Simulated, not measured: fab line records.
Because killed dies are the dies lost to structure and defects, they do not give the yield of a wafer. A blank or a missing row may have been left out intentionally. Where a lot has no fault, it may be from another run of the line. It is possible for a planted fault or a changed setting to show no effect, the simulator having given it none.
Which tool is to blame?	flow gf180mcu	Sampling: 6 lots, 18 wafers, 2 of 602 route steps

WHAT EACH GAUGE READ, for each wafer
GF_STI_THK_MEAS_24.
lot	measured	on	STI_CVD_23_THK (nm)
L660	day 2 08:35	film-metro-01	657 650 654
L662	day 2 20:11	film-metro-04	650 656 663
L664	day 3 06:05	film-metro-02	651 651 663
L667	day 3 21:55	film-metro-01	642 659 653
L669	day 4 06:42	film-metro-04	652 656 641
L682	day 7 03:25	film-metro-04	649 640 648

TOOL THAT RAN EACH LOT (tool first, then ch and the chambers of the sampled wafers, then the start)
lot	GF_STI_CVD_23
L660	hdpcvd-02 ch 0,1,2, day 2 08:30
L662	hdpcvd-02 ch 0,1,2, day 2 20:06
L664	hdpcvd-02 ch 0,1,2, day 3 06:01
L667	hdpcvd-02 ch 0,1, day 3 21:50
L669	hdpcvd-01 ch 0,1,2, day 4 06:37
L682	hdpcvd-02 ch 0,1, day 7 03:20
- GF_STI_CVD_23: deposits SiO2, target thk 650 nm, time 108.3 s.

THE ANSWER, worked out from the rows above alone
Rule: the lots themselves supply what counts as usual. The widest of any qualifying gaps counts: lots, ordered by their means at a reading, are off when they make up no more than a third of the lots, leave a main group of 4 or more, and stand apart from it by 3 or more times the standard deviation of that group's means. Not used: any main group whose means are identical at the precision the tables above print for the reading. Also off: a lot with no number at a reading for which 4 or more lots have one. All remaining lots with rows at the step are treated as sound.
Nothing can be told from this: no lot is off at any reading shown.

WHAT THE SIMULATOR HAD PUT IN
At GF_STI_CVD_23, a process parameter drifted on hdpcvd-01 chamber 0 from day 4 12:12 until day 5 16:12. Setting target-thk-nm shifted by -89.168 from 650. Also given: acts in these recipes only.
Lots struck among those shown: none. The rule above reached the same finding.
